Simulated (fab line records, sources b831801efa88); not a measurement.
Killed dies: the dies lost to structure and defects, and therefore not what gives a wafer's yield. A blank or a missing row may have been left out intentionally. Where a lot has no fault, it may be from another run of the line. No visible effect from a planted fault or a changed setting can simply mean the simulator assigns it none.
fab line records	flow gf180mcu
record: lots: 24	wafers: 72	last-day: 34
route steps=602 shown HV_LDD@187 M2@378 V2@384 V4@477 MIM@507 V5@562
lots that met no fault: from a run of the same line without faults
start-h: hours from the record's opening day to when the first of the lot's shown wafers began	wait-h: how many hours have passed since the lot's step before this one	" the same as in the row above	L1.1+2: a single row standing in for several wafers	- value missing, or start not given	* or withheld: withheld	< > ~ a bound
route shown NAME@n: a module of which the file shows steps, and the number in the route of the first	usual: average and standard deviation across the fault-free wafers	same: alike in all rows	chamber/n: place in a boat	sites: each site's reading	_std_site: how widely they spread, as a standard deviation	_edge_site: inner sites' mean taken away from outer sites' mean	radius-mm: for every site, how far away it sits from the centre of the wafer	mask NAME#n: copy n	behind: the last tool/chamber to shape the wafer	hold: why the lot went on hold/how many hours it stayed there/how the hold came to an end	device: which transistor (n, p or np) failed to switch	end of line: at the end of the route, the tests of the same wafers	where a step has no rows: the recipe by itself	killed: not the wafer's yield, but the dies lost to structure and defects at the first sort	map: dies across one wafer; x = killed, . = not, _ = none there
set.NAME: the run value of the setting; set.NAME@STEP: its run value at that earlier step	model.NAME: the simulator's own value behind a step, which no gauge read
the route's steps for a sample of lots (tables are steps, rows are wafers)
services: from which hour (start-h, from the record's first day; less than 0 if before it) a tool's chamber was out of use, for how many hours, and why
== steps ==
step: GF_HV_LDD_TW_MEAS_11
usual: HV_LDD_TW: 2418/19
lot.wafer	tool	chamber	start-h	wait-h	HV_LDD_TW
L074.1	film-metro-02	-	218.97	0.1	2409
L074.2	"	-	"	"	2415
L074.5	"	-	"	"	2406
L075.1	film-metro-01	-	221.15	0.1	2407
L075.4	"	-	"	"	2412
L075.6	"	-	"	"	2388
L076.3	film-metro-01	-	226.64	0.1	2400
L076.4	"	-	"	"	2400
L076.5	"	-	"	"	2405
L077.3	film-metro-04	-	237.29	0.1	2446
L077.5	"	-	"	"	2426
L077.6	"	-	"	"	2433
L078.1	film-metro-01	-	248.73	0.1	2406
L078.5	"	-	"	"	2400
L078.6	"	-	"	"	2401
L079.2	film-metro-01	-	254.76	0.1	2412
L079.4	"	-	"	"	2400
L079.5	"	-	"	"	2415
L080.2	film-metro-04	-	258.51	0.1	2435
L080.4	"	-	"	"	2429
L080.5	"	-	"	"	2420
L081.3	film-metro-02	-	269.19	0.1	2415
L081.4	"	-	"	"	2409
L081.5	"	-	"	"	2399
L082.3	film-metro-04	-	275.74	0.1	2430
L082.4	"	-	"	"	2429
L082.6	"	-	"	"	2430
L083.1	film-metro-02	-	282.12	0.1	2435
L083.4	"	-	"	"	2419
L083.6	"	-	"	"	2414
L084.1	film-metro-04	-	289.77	0.1	2444
L084.4	"	-	"	"	2425
L084.6	"	-	"	"	2444
L085.2	film-metro-04	-	297.96	0.1	2446
L085.5	"	-	"	"	2457
L085.6	"	-	"	"	2453
L086.2	film-metro-04	-	303.48	0.1	2444
L086.4	"	-	"	"	2450
L086.6	"	-	"	"	2455
L087.2	film-metro-02	-	311.23	0.1	2423
L087.4	"	-	"	"	2421
L087.5	"	-	"	"	2410
L088.1	film-metro-04	-	317.22	0.1	2456
L088.3	"	-	"	"	2452
L088.6	"	-	"	"	2448
L089.2	film-metro-01	-	323.43	0.1	2384
L089.3	"	-	"	"	2394
L089.5	"	-	"	"	2400
L090.1	film-metro-01	-	331.72	0.1	2394
L090.3	"	-	"	"	2402
L090.6	"	-	"	"	2391
L091.3	film-metro-04	-	340.49	0.1	2419
L091.4	"	-	"	"	2419
L091.5	"	-	"	"	2415
L092.1	film-metro-04	-	361.51	0.1	2437
L092.3	"	-	"	"	2430
L092.6	"	-	"	"	2438
L093.1	film-metro-01	-	370.99	0.1	2392
L093.2	"	-	"	"	2399
L093.3	"	-	"	"	2407
L094.1	film-metro-02	-	374.45	0.1	2426
L094.2	"	-	"	"	2404
L094.3	"	-	"	"	2419
L095.4	film-metro-02	-	377.99	0.1	2426
L095.5	"	-	"	"	2407
L095.6	"	-	"	"	2415
L096.1	film-metro-02	-	383.26	0.1	2422
L096.5	"	-	"	"	2412
L096.6	"	-	"	"	2414
L097.1	film-metro-01	-	390.29	0.1	2389
L097.3	"	-	"	"	2405
L097.4	"	-	"	"	2405
step: GF_M2_METAL_ETCH_16
recipe: chemistry: Cl2/BCl3	mask-material: KrF	target-depth-nm: 627.5	stop-on: SiO2	pressure-mtorr: 8	icp-w: 800	bias-w: 140	Cl2_flow_sccm: 80	bcl3-flow-sccm: 40	time-s: 104.6
usual: drypump-motor-current-A: 5.6/0.37	oes-product-au: 0.972/0.007	throttle-valve-pct: 28.249/0.01
same: time-s: 104.6
lot.wafer	tool	chamber	start-h	wait-h	drypump-motor-current-A	oes-product-au	rf-hours-counter-h	throttle-valve-pct
L074.1	rie-metal-02	1	437.41	0.0	5.6	0.973	11	28.253
L074.2	"	0	"	"	6.0	0.979	9	28.249
L074.5	"	0	"	"	6.0	0.981	-	28.254
L075.1	rie-metal-02	1	441.01	0.0	5.6	0.965	11	28.262
L075.4	"	1	"	"	5.5	0.972	-	28.238
L075.6	"	0	"	"	6.0	0.966	-	28.265
L076.3	rie-metal-04	0	447.65	0.1	5.4	0.967	-	28.260
L076.4	"	1	"	"	5.6	0.973	-	28.247
L076.5	"	1	"	"	5.6	0.971	-	28.255
L077.3	rie-metal-02	1	464.60	0.1	5.6	0.981	-	28.243
L077.5	"	0	"	"	6.0	0.969	-	28.244
L077.6	"	1	"	"	5.5	0.985	-	28.247
L078.1	rie-metal-02	0	477.11	0.0	6.0	0.981	10	28.244
L078.5	"	0	"	"	6.0	0.971	-	28.237
L078.6	"	1	"	"	5.5	0.974	-	28.241
L079.2	rie-metal-03	1	485.31	0.0	6.5	0.972	6	28.263
L079.4	"	0	"	"	5.2	0.960	-	28.251
L079.5	"	0	"	"	5.3	0.970	-	28.261
L080.2	rie-metal-04	1	489.76	0.0	5.5	0.977	1	28.255
L080.4	"	1	"	"	5.6	0.973	-	28.246
L080.5	"	0	"	"	5.4	0.969	-	28.245
L081.3	rie-metal-03	0	511.20	0.1	5.3	0.982	-	28.230
L081.4	"	1	"	"	6.5	0.982	-	28.239
L081.5	"	0	"	"	5.2	0.979	-	28.238
L082.3	rie-metal-04	0	511.85	0.1	5.4	0.975	-	28.234
L082.4	"	1	"	"	5.6	0.959	-	28.261
L082.6	"	0	"	"	5.4	0.967	-	28.257
L083.1	rie-metal-04	0	518.96	0.0	5.4	0.977	11	28.240
L083.4	"	1	"	"	5.6	0.967	-	28.248
L083.6	"	1	"	"	5.6	0.981	-	28.249
L084.1	rie-metal-03	0	528.41	0.0	5.3	0.971	2	28.250
L084.4	"	1	"	"	6.5	0.983	-	28.256
L084.6	"	0	"	"	5.3	0.978	-	28.241
L085.2	rie-metal-04	0	538.36	0.0	5.4	0.961	12	28.248
L085.5	"	1	"	"	5.6	0.975	-	28.244
L085.6	"	0	"	"	5.4	0.962	-	28.248
L086.2	rie-metal-04	1	545.41	0.0	5.5	0.965	3	28.250
L086.4	"	1	"	"	5.5	0.979	-	28.250
L086.6	"	0	"	"	5.4	0.971	-	28.257
L087.2	rie-metal-04	1	553.16	0.0	5.6	0.978	3	28.247
L087.4	"	0	"	"	5.4	0.973	-	28.249
L087.5	"	0	"	"	5.4	0.971	-	28.250
L088.1	rie-metal-04	0	558.86	0.0	5.4	0.969	12	28.258
L088.3	"	1	"	"	5.5	0.966	-	28.256
L088.6	"	1	"	"	5.6	0.981	-	28.240
L089.2	rie-metal-02	0	563.36	0.0	6.0	0.991	0	28.261
L089.3	"	1	"	"	5.5	0.978	-	28.241
L089.5	"	0	"	"	6.1	0.972	-	28.251
L090.1	rie-metal-04	0	572.46	0.0	5.3	0.968	13	28.263
L090.3	"	0	"	"	5.4	0.965	-	28.243
L090.6	"	0	"	"	5.3	0.959	-	28.251
L091.3	rie-metal-04	0	583.60	0.1	5.4	0.976	-	28.236
L091.4	"	1	"	"	5.6	0.969	-	28.248
L091.5	"	0	"	"	5.4	0.966	-	28.254
L092.1	rie-metal-04	0	602.66	0.0	5.3	0.972	13	28.260
L092.3	"	1	"	"	5.5	0.957	-	28.271
L092.6	"	1	"	"	5.6	0.955	-	28.258
L093.1	rie-metal-04	1	612.38	0.0	5.6	0.977	5	28.232
L093.2	"	1	"	"	5.6	0.973	-	28.238
L093.3	"	1	"	"	5.6	0.977	-	28.255
L094.1	rie-metal-03	0	614.38	0.0	5.3	0.975	4	28.249
L094.2	"	1	"	"	6.5	0.979	9	28.232
L094.3	"	0	"	"	5.3	0.985	-	28.241
L095.4	rie-metal-02	1	617.65	0.0	5.6	0.974	-	28.249
L095.5	"	1	"	"	5.6	0.976	-	28.247
L095.6	"	0	"	"	6.1	0.966	-	28.257
L096.1	rie-metal-03	1	622.86	0.0	6.6	0.962	9	28.254
L096.5	"	1	"	"	6.5	0.973	-	28.241
L096.6	"	0	"	"	5.3	0.976	-	28.249
L097.1	rie-metal-04	0	627.61	0.0	5.4	0.972	0	28.232
L097.3	"	0	"	"	5.4	0.971	-	28.250
L097.4	"	1	"	"	5.5	0.973	-	28.244
step: GF_V2_CVD_02
recipe: material: SiO2	target-thk-nm: 850	precursor: TEOS	temp-c: 400	time-s: 94.851	rf-w: 600
usual: heater-power-w: 589/83
same: time-s: 94.851
lot.wafer	tool	chamber	start-h	wait-h	heater-power-w
L074.1	pecvd-01	1	438.19	0.1	630
L074.2	"	0	"	"	703
L074.5	"	0	"	"	732
L075.1	pecvd-01	2	441.79	0.1	436
L075.4	"	1	"	"	630
L075.6	"	0	"	"	752
L076.3	pecvd-01	0	448.75	0.0	615
L076.4	"	2	"	"	490
L076.5	"	1	"	"	521
L077.3	pecvd-01	0	465.34	0.0	689
L077.5	"	2	"	"	465
L077.6	"	1	"	"	608
L078.1	pecvd-02	2	477.96	0.1	589
L078.5	"	0	"	"	584
L078.6	"	1	"	"	576
L079.2	pecvd-02	1	486.09	0.0	555
L079.4	"	2	"	"	541
L079.5	"	0	"	"	583
L080.2	pecvd-02	0	490.54	0.0	644
L080.4	"	0	"	"	685
L080.5	"	2	"	"	546
L081.3	pecvd-01	1	511.95	0.0	637
L081.4	"	1	"	"	667
L081.5	"	0	"	"	594
L082.3	pecvd-02	1	512.60	0.0	465
L082.4	"	2	"	"	546
L082.6	"	1	"	"	513
L083.1	pecvd-02	1	519.75	0.1	541
L083.4	"	1	"	"	544
L083.6	"	2	"	"	667
L084.1	pecvd-03	1	529.22	0.1	493
L084.4	"	1	"	"	543
L084.6	"	0	"	"	527
L085.2	pecvd-02	2	539.15	0.0	603
L085.5	"	0	"	"	655
L085.6	"	2	"	"	640
L086.2	pecvd-02	0	546.22	0.0	686
L086.4	"	1	"	"	437
L086.6	"	2	"	"	595
L087.2	pecvd-03	0	553.96	0.0	651
L087.4	"	2	"	"	665
L087.5	"	1	"	"	546
L088.1	pecvd-01	0	559.68	0.1	729
L088.3	"	1	"	"	556
L088.6	"	1	"	"	611
L089.2	pecvd-02	2	564.21	0.0	653
L089.3	"	1	"	"	475
L089.5	"	2	"	"	688
L090.1	pecvd-03	0	573.27	0.1	551
L090.3	"	1	"	"	585
L090.6	"	0	"	"	603
L091.3	pecvd-01	1	584.34	0.0	639
L091.4	"	0	"	"	642
L091.5	"	1	"	"	518
L092.1	pecvd-03	0	603.44	0.1	657
L092.3	"	2	"	"	555
L092.6	"	1	"	"	485
L093.1	pecvd-02	0	613.30	0.1	656
L093.2	"	2	"	"	566
L093.3	"	1	"	"	488
L094.1	pecvd-02	1	615.16	0.1	459
L094.2	"	0	"	"	682
L094.3	"	2	"	"	677
L095.4	pecvd-03	0	618.42	0.1	636
L095.5	"	1	"	"	559
L095.6	"	2	"	"	533
L096.1	pecvd-03	1	623.64	0.1	571
L096.5	"	0	"	"	662
L096.6	"	2	"	"	668
L097.1	pecvd-03	0	628.39	0.1	660
L097.3	"	2	"	"	564
L097.4	"	1	"	"	582
step: GF_V4_THK_MEAS_01
recipe: reads: SiO2_of_V4_CVD_00
usual: V4_CVD_00_THK: 598/5.5
lot.wafer	tool	chamber	start-h	wait-h	V4_CVD_00_THK[nm]
L074.1	film-metro-02	-	538.61	0.0	588
L074.2	"	-	"	"	604
L074.5	"	-	"	"	595
L075.1	film-metro-01	-	542.20	0.0	605
L075.4	"	-	"	"	595
L075.6	"	-	"	"	603
L076.3	film-metro-04	-	547.69	0.1	603
L076.4	"	-	"	"	602
L076.5	"	-	"	"	603
L077.3	film-metro-02	-	563.53	0.1	593
L077.5	"	-	"	"	597
L077.6	"	-	"	"	595
L078.1	film-metro-01	-	573.18	0.0	597
L078.5	"	-	"	"	591
L078.6	"	-	"	"	593
L079.2	film-metro-02	-	582.15	0.0	596
L079.4	"	-	"	"	589
L079.5	"	-	"	"	595
L080.2	film-metro-02	-	586.85	0.0	589
L080.4	"	-	"	"	600
L080.5	"	-	"	"	599
L081.3	film-metro-01	-	606.00	0.1	601
L081.4	"	-	"	"	603
L081.5	"	-	"	"	596
L082.3	film-metro-02	-	606.80	0.1	598
L082.4	"	-	"	"	597
L082.6	"	-	"	"	588
L083.1	film-metro-01	-	613.88	0.0	598
L083.4	"	-	"	"	597
L083.6	"	-	"	"	597
L084.1	film-metro-04	-	620.63	0.0	592
L084.4	"	-	"	"	603
L084.6	"	-	"	"	601
L085.2	film-metro-04	-	630.41	0.0	602
L085.5	"	-	"	"	600
L085.6	"	-	"	"	605
L086.2	film-metro-01	-	636.39	0.0	592
L086.4	"	-	"	"	598
L086.6	"	-	"	"	607
L087.2	film-metro-02	-	643.34	0.0	605
L087.4	"	-	"	"	604
L087.5	"	-	"	"	599
L088.1	film-metro-04	-	648.95	0.0	602
L088.3	"	-	"	"	591
L088.6	"	-	"	"	602
L089.2	film-metro-01	-	653.65	0.0	606
L089.3	"	-	"	"	603
L089.5	"	-	"	"	603
L090.1	film-metro-04	-	660.76	0.0	590
L090.3	"	-	"	"	591
L090.6	"	-	"	"	597
L091.3	film-metro-04	-	679.85	0.1	606
L091.4	"	-	"	"	605
L091.5	"	-	"	"	604
L092.1	film-metro-04	-	688.62	0.0	598
L092.3	"	-	"	"	598
L092.6	"	-	"	"	589
L093.1	film-metro-04	-	696.76	0.0	596
L093.2	"	-	"	"	595
L093.3	"	-	"	"	602
L094.1	film-metro-04	-	699.42	0.0	600
L094.2	"	-	"	"	595
L094.3	"	-	"	"	590
L095.4	film-metro-01	-	703.68	0.0	590
L095.5	"	-	"	"	607
L095.6	"	-	"	"	595
L096.1	film-metro-04	-	705.93	0.0	602
L096.5	"	-	"	"	603
L096.6	"	-	"	"	602
L097.1	film-metro-01	-	711.05	0.0	603
L097.3	"	-	"	"	600
L097.4	"	-	"	"	602
step: GF_MIM_SPUTTER_04
recipe: material: TiN	target-thk-nm: 50	power-w: 6500	time-s: 41.7	chamber-pressure-pa: 0.4
usual: cathode-dc-power-W: 6499.9/1.2	throttle-valve-pct: 29.7/1.2
same: time-s: 41.7
lot.wafer	tool	chamber	start-h	wait-h	cathode-dc-power-W	throttle-valve-pct
L074.1	pvd-sputter-02	-	562.65	0.0	6499.8	30.1
L074.2	"	-	"	"	6498.7	30.0
L074.5	"	-	"	"	6500.1	29.5
L075.1	pvd-sputter-03	-	566.16	0.0	6502.5	30.0
L075.4	"	-	"	"	6500.7	29.7
L075.6	"	-	"	"	6498.2	31.6
L076.3	pvd-sputter-01	-	570.80	0.0	6498.6	30.7
L076.4	"	-	"	"	6499.6	28.7
L076.5	"	-	"	"	6500.9	27.9
L077.3	pvd-sputter-03	-	588.07	0.0	6501.8	31.4
L077.5	"	-	"	"	6497.6	31.4
L077.6	"	-	"	"	6499.4	28.3
L078.1	pvd-sputter-03	-	596.13	0.0	6499.2	28.2
L078.5	"	-	"	"	6499.8	28.2
L078.6	"	-	"	"	6498.8	31.3
L079.2	pvd-sputter-01	-	605.23	0.0	6497.1	28.8
L079.4	"	-	"	"	6502.5	28.4
L079.5	"	-	"	"	6499.6	30.5
L080.2	pvd-sputter-03	-	610.00	0.0	6502.3	31.4
L080.4	"	-	"	"	6499.3	28.1
L080.5	"	-	"	"	6500.9	31.2
L081.3	pvd-sputter-02	-	628.63	0.0	6498.8	30.2
L081.4	"	-	"	"	6499.9	31.4
L081.5	"	-	"	"	6502.0	29.6
L082.3	pvd-sputter-02	-	629.58	0.0	6499.5	30.0
L082.4	"	-	"	"	6498.5	29.7
L082.6	"	-	"	"	6500.4	29.8
L083.1	pvd-sputter-02	-	636.74	0.0	6500.6	30.5
L083.4	"	-	"	"	6498.0	29.3
L083.6	"	-	"	"	6500.9	29.8
L084.1	pvd-sputter-03	-	643.79	0.0	6500.2	29.8
L084.4	"	-	"	"	6499.1	28.2
L084.6	"	-	"	"	6499.0	31.5
L085.2	pvd-sputter-02	-	652.63	0.0	6499.6	31.3
L085.5	"	-	"	"	6502.3	29.5
L085.6	"	-	"	"	6500.3	29.4
L086.2	pvd-sputter-03	-	657.84	0.0	6501.0	31.2
L086.4	"	-	"	"	6496.4	29.7
L086.6	"	-	"	"	6500.2	30.2
L087.2	pvd-sputter-03	-	664.22	0.0	6498.8	31.3
L087.4	"	-	"	"	6499.9	28.6
L087.5	"	-	"	"	6501.7	30.1
L088.1	pvd-sputter-02	-	670.29	0.0	6500.3	31.3
L088.3	"	-	"	"	6499.2	29.3
L088.6	"	-	"	"	6498.7	31.0
L089.2	pvd-sputter-01	-	675.61	0.0	6500.8	27.6
L089.3	"	-	"	"	6500.9	28.7
L089.5	"	-	"	"	6501.4	28.7
L090.1	pvd-sputter-03	-	681.42	0.0	6500.7	29.5
L090.3	"	-	"	"	6497.8	30.0
L090.6	"	-	"	"	6500.8	29.8
L091.3	pvd-sputter-03	-	701.16	0.0	6497.6	31.5
L091.4	"	-	"	"	6498.8	30.1
L091.5	"	-	"	"	6500.0	28.1
L092.1	pvd-sputter-03	-	709.59	0.0	6500.0	29.5
L092.3	"	-	"	"	6500.6	31.4
L092.6	"	-	"	"	6500.0	29.6
L093.1	pvd-sputter-01	-	717.63	0.0	6501.1	28.9
L093.2	"	-	"	"	6497.9	28.5
L093.3	"	-	"	"	6502.3	27.7
L094.1	pvd-sputter-01	-	719.78	0.0	6501.6	28.9
L094.2	"	-	"	"	6500.4	28.8
L094.3	"	-	"	"	6499.1	27.7
L095.4	pvd-sputter-03	-	723.77	0.0	6500.4	31.6
L095.5	"	-	"	"	6500.6	28.1
L095.6	"	-	"	"	6501.3	31.4
L096.1	pvd-sputter-01	-	726.70	0.0	6499.2	28.5
L096.5	"	-	"	"	6500.0	27.6
L096.6	"	-	"	"	6500.6	28.7
L097.1	pvd-sputter-03	-	730.48	0.0	6500.2	31.6
L097.3	"	-	"	"	6499.2	29.5
L097.4	"	-	"	"	6499.8	30.0
step: GF_V5_SPUTTER_22
recipe: material: TiN	target-thk-nm: 10	chamber-pressure-pa: 5	power-w: 4000	time-s: 40
usual: cathode-dc-power-W: 4000.1/0.71	throttle-valve-pct: 30.2/0.79
same: time-s: 40
lot.wafer	tool	chamber	start-h	wait-h	cathode-dc-power-W	throttle-valve-pct
L074.1	pvd-sputter-04	-	627.18	0.0	4000.7	30.5
L074.2	"	-	"	"	4000.2	29.3
L074.5	"	-	"	"	4001.5	30.0
L075.1	pvd-sputter-02	-	631.13	0.0	3999.8	29.4
L075.4	"	-	"	"	4000.9	31.4
L075.6	"	-	"	"	4000.1	31.2
L076.3	pvd-sputter-04	-	635.77	0.0	3999.2	29.9
L076.4	"	-	"	"	4000.4	30.8
L076.5	"	-	"	"	4000.3	29.7
L077.3	pvd-sputter-02	-	651.81	0.0	4000.2	29.4
L077.5	"	-	"	"	4000.7	29.4
L077.6	"	-	"	"	3999.5	29.4
L078.1	pvd-sputter-02	-	659.27	0.0	3998.4	31.3
L078.5	"	-	"	"	4000.1	30.5
L078.6	"	-	"	"	4000.4	31.4
L079.2	pvd-sputter-04	-	666.47	0.0	4001.0	30.6
L079.4	"	-	"	"	4000.4	30.3
L079.5	"	-	"	"	4000.2	30.9
L080.2	pvd-sputter-04	-	673.40	0.0	3999.7	30.7
L080.4	"	-	"	"	4000.3	29.5
L080.5	"	-	"	"	4000.0	31.1
L081.3	pvd-sputter-02	-	689.59	0.0	4000.1	29.9
L081.4	"	-	"	"	4000.6	29.3
L081.5	"	-	"	"	3999.6	30.0
L082.3	pvd-sputter-03	-	690.66	0.0	4001.0	31.4
L082.4	"	-	"	"	4000.3	28.2
L082.6	"	-	"	"	4000.3	30.1
L083.1	pvd-sputter-04	-	698.62	0.0	4000.2	29.5
L083.4	"	-	"	"	4000.1	30.8
L083.6	"	-	"	"	3999.8	30.0
L084.1	pvd-sputter-04	-	704.26	0.0	3998.9	30.8
L084.4	"	-	"	"	4001.4	29.8
L084.6	"	-	"	"	3999.5	29.6
L085.2	pvd-sputter-02	-	711.46	0.0	4000.2	29.4
L085.5	"	-	"	"	3999.7	29.7
L085.6	"	-	"	"	4001.2	31.3
L086.2	pvd-sputter-04	-	716.25	0.0	4000.4	30.1
L086.4	"	-	"	"	3999.8	31.0
L086.6	"	-	"	"	3999.0	30.8
L087.2	pvd-sputter-04	-	721.02	0.0	4000.6	29.9
L087.4	"	-	"	"	4001.4	30.9
L087.5	"	-	"	"	3998.8	31.0
L088.1	pvd-sputter-03	-	728.02	0.0	4000.8	29.4
L088.3	"	-	"	"	4000.8	28.0
L088.6	"	-	"	"	4000.1	28.3
L089.2	pvd-sputter-04	-	732.16	0.0	4001.0	29.7
L089.3	"	-	"	"	3999.5	30.8
L089.5	"	-	"	"	3999.9	31.0
L090.1	pvd-sputter-03	-	738.02	0.0	3999.8	29.5
L090.3	"	-	"	"	4001.6	27.8
L090.6	"	-	"	"	3999.9	29.3
L091.3	pvd-sputter-02	-	755.22	0.0	4000.4	30.3
L091.4	"	-	"	"	4000.2	29.6
L091.5	"	-	"	"	4000.5	29.7
L092.1	pvd-sputter-02	-	763.84	0.0	4000.2	29.5
L092.3	"	-	"	"	4000.2	30.2
L092.6	"	-	"	"	4000.1	30.2
L093.1	pvd-sputter-04	-	769.96	0.0	3999.8	30.7
L093.2	"	-	"	"	3999.9	29.8
L093.3	"	-	"	"	4000.4	30.8
L094.1	pvd-sputter-02	-	772.35	0.0	4000.4	30.2
L094.2	"	-	"	"	4000.0	29.8
L094.3	"	-	"	"	3999.8	29.4
L095.4	pvd-sputter-02	-	776.22	0.0	4001.4	29.6
L095.5	"	-	"	"	4000.6	31.2
L095.6	"	-	"	"	3999.6	29.6
L096.1	pvd-sputter-02	-	779.24	0.0	3999.3	29.7
L096.5	"	-	"	"	3999.1	29.5
L096.6	"	-	"	"	3999.9	30.3
L097.1	pvd-sputter-02	-	782.54	0.0	3999.2	29.6
L097.3	"	-	"	"	4000.5	30.6
L097.4	"	-	"	"	4000.2	29.8
== services ==
tool	chamber	start-h	hours	kind
pvd-sputter-02	-	420.35	2.8	repair
rie-metal-04	-	452.49	0.9	repair
rie-metal-04	-	464.23	0.8	repair
pvd-sputter-02	-	477.57	0.7	repair
pecvd-03	-	480.33	14.6	pm
pecvd-02	-	484.73	0.6	repair
rie-metal-02	-	500.41	28.1	pm
pecvd-03	0	507.42	3.7	repair
pvd-sputter-04	-	544.21	2.5	repair
pvd-sputter-03	-	546.44	6.0	repair
pecvd-01	-	560.29	1.5	repair
pvd-sputter-02	-	570.16	2.9	repair
pvd-sputter-02	-	584.92	3.3	repair
rie-metal-04	-	599.17	2.8	pm
pecvd-02	2	645.93	14.6	repair
rie-metal-04	-	692.72	14.6	pm
pecvd-03	-	697.92	1.5	repair
pvd-sputter-04	-	704.40	7.2	repair
pecvd-02	2	711.62	2.4	repair
pvd-sputter-02	-	723.02	10.0	repair
pecvd-01	-	739.97	6.0	pm
pvd-sputter-02	-	744.28	3.9	repair
rie-metal-04	-	747.21	1.4	pm
pecvd-01	-	749.29	26.4	repair
== key ==
fault none
